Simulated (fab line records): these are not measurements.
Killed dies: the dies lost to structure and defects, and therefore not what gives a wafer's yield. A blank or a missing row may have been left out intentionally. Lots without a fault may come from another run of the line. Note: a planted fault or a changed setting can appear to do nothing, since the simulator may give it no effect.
Which tool was responsible? -- flow sky130 -- 11 lots, 33 wafers sampled, at 5 steps of a route of 708

== WHAT EACH GAUGE READ, for each wafer ==
SKY_SONOS_ONO_CD_MEAS_13: target cd 410 nm.
lot,measured,on,cd-nm (nm)
L483,day 14 02:13,cd-sem-01,403.6 408.0 405.6
L484,day 14 08:23,cd-sem-02,409.3 412.4 410.5
L487,day 15 09:03,cd-sem-01,414.2 412.3 412.4
L488,day 15 18:41,cd-sem-02,409.8 409.2 408.9
L491,day 16 13:37,cd-sem-02,410.5 407.9 410.6
L494,day 17 18:02,cd-sem-02,409.6 410.5 410.6
L495,day 18 04:48,cd-sem-01,408.8 407.0 410.0
L497,day 18 23:56,cd-sem-02,409.5 407.6 406.0
L500,day 19 21:42,cd-sem-01,411.8 411.4 408.1
L501,day 20 07:08,cd-sem-01,405.7 406.0 406.4
L502,day 21 18:16,cd-sem-01,411.7 412.2 410.1

SKY_POLY_GATE_CD_MEAS_22.
lot,measured,on,cd-nm (nm)
L483,day 18 01:59,cd-sem-02,150.3 151.7 154.4
L484,day 18 11:23,cd-sem-02,147.6 150.9 148.0
L487,day 19 13:58,cd-sem-01,151.3 151.2 149.2
L488,day 19 23:51,cd-sem-01,150.8 149.6 151.6
L491,day 20 22:04,cd-sem-01,146.2 148.2 146.6
L494,day 22 02:08,cd-sem-01,149.5 150.7 152.4
L495,day 22 10:31,cd-sem-01,152.6 148.0 148.4
L497,day 23 09:35,cd-sem-02,152.9 149.6 150.4
L500,day 24 21:56,cd-sem-01,151.5 151.1 153.7
L501,day 24 23:12,cd-sem-02,149.4 154.8 149.5
L502,day 25 18:24,cd-sem-02,152.0 153.0 151.2

SKY_LDD_N_TW_MEAS_17.
lot,measured,on,LDD_N_TW
L483,day 19 09:44,film-metro-02,2617 2630 2616
L484,day 19 18:35,film-metro-03,2546 2536 2535
L487,day 20 22:17,film-metro-04,2617 2627 2637
L488,day 21 07:58,film-metro-02,2591 2588 2587
L491,day 22 06:11,film-metro-04,2592 2588 2589
L494,day 23 09:19,film-metro-04,2582 2601 2583
L495,day 23 17:14,film-metro-04,2891 2900 2891
L497,day 24 15:59,film-metro-04,2902 2881 2881
L500,day 26 04:17,film-metro-04,2592 2596 2603
L501,day 26 06:04,film-metro-02,2611 2592 2606
L502,day 27 00:32,film-metro-02,2601 2600 2597

== WHAT TOOL EACH LOT RAN ON (gives the tool, then ch and the chambers of the sampled wafers, and finally the start) ==
lot,SKY_LDD_N_IMPLANT_10,SKY_LDD_N_STRIP_16
L483,"implanter-01 ch 0, day 19 08:46","plasma-asher-01 ch 0,1, day 19 09:39"
L484,"implanter-01 ch 0, day 19 17:38","plasma-asher-02 ch 0,1, day 19 18:30"
L487,"implanter-02 ch 0, day 20 21:17","plasma-asher-03 ch 0,1, day 20 22:10"
L488,"implanter-04 ch 0, day 21 06:58","plasma-asher-01 ch 0,1, day 21 07:52"
L491,"implanter-04 ch 0, day 22 05:13","plasma-asher-03 ch 0,1, day 22 06:06"
L494,"implanter-04 ch 0, day 23 08:19","plasma-asher-02 ch 0,1, day 23 09:13"
L495,"implanter-04 ch 0, day 23 16:14","plasma-asher-03 ch 0,1, day 23 17:07"
L497,"implanter-04 ch 0, day 24 14:59","plasma-asher-02 ch 0,1, day 24 15:53"
L500,"implanter-01 ch 0, day 26 03:17","plasma-asher-03 ch 0,1, day 26 04:11"
L501,"implanter-02 ch 0, day 26 05:04","plasma-asher-01 ch 0,1, day 26 05:58"
L502,"implanter-02 ch 0, day 26 23:34","plasma-asher-03 ch 0,1, day 27 00:27"
- SKY_LDD_N_IMPLANT_10
- SKY_LDD_N_STRIP_16: strips in O2/N2.

== AS READ BY THE TOOLS THEMSELVES (means over the sampled wafers that have a number; for cases with no such wafer, the mark the record gives instead) ==
SKY_LDD_N_IMPLANT_10.
lot,tool,beam-on-s (s),dose-ions-cm2,faraday-current-uA
L483,implanter-01,9.87,7.5e+13,429
L484,implanter-01,10.15,7.5e+13,417
L487,implanter-02,10.21,7.5e+13,415
L488,implanter-04,9.86,7.5e+13,429
L491,implanter-04,10.08,7.5e+13,420
L494,implanter-04,10.02,7.5e+13,422
L495,implanter-04,41.39,4.0e+14,545
L497,implanter-04,41.37,4.0e+14,543
L500,implanter-01,9.97,7.5e+13,423
L501,implanter-02,9.77,7.5e+13,433
L502,implanter-02,10.05,7.5e+13,421

SKY_LDD_N_STRIP_16.
lot,tool,drypump-motor-current-A (A),oes-product-au (a.u.),strip-time-to-endpoint-s (s)
L483,plasma-asher-01,6.1,0.410,4.328
L484,plasma-asher-02,5.7,0.403,4.302
L487,plasma-asher-03,5.5,0.404,4.298
L488,plasma-asher-01,6.1,0.410,4.316
L491,plasma-asher-03,5.5,0.406,4.298
L494,plasma-asher-02,5.7,0.411,4.318
L495,plasma-asher-03,5.8,0.404,5.094
L497,plasma-asher-02,5.7,0.406,5.123
L500,plasma-asher-03,5.5,0.408,4.322
L501,plasma-asher-01,5.9,0.411,4.321
L502,plasma-asher-03,5.8,0.404,4.313

== THE ANSWER, worked out from the rows above alone ==
Rule: what is usual is taken from the lots themselves. The widest of any qualifying gaps counts: lots, ordered by their means at a reading, are off when they make up no more than a third of the lots, leave a main group of 4 or more, and stand apart from it by 3 or more times the standard deviation of that group's means. The tables above print the reading to a certain number of digits; a main group whose means all agree to those digits is not used. A lot without any number at a reading at which 4 lots or more have one is off too. The other lots that the step has rows for count as sound. The gauges are gone through in route order, then the tools' own readings, and for those a lot's mean is taken as printed above. At the first step where some lot is off, the reading lying furthest off is the one used; lots without a number count as furthest.
Off: L495, L497, seen at SKY_LDD_N_TW_MEAS_17 (LDD_N_TW). For the main group the mean is 2595 and the standard deviation 24.
If a tool, at a process step before that reading, ran all the lots that are off and no sound lot after the first of them, it fits. Not tried: the gauges at SKY_LDD_N_TW_MEAS_17; whatever is off there is also off at SKY_LDD_N_IMPLANT_10, on other tools, and gauge error can't account for it. One fits: implanter-04 at SKY_LDD_N_IMPLANT_10. Its last sound lot is L494 (day 23 08:19), its first lot that is off L495 (day 23 16:14): a fault that began between those two fits.
The tool's own readings at SKY_LDD_N_IMPLANT_10 bear it out: on the lots that are off they differ by more than 5 times the standard deviation of the sound lots' means. beam-on-s reads 41.38 s there against 10.00 s on the sound lots; dose-ions-cm2 reads 4.0e+14 there against 7.5e+13 on the sound lots; faraday-current-uA reads 544 there against 423 on the sound lots.

== WHAT THE SIMULATOR PUT IN ==
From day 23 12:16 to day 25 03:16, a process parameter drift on implanter-04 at SKY_LDD_N_IMPLANT_10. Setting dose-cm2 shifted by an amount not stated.
Lots struck among those shown: L495, L497. The rule above reached the same finding.
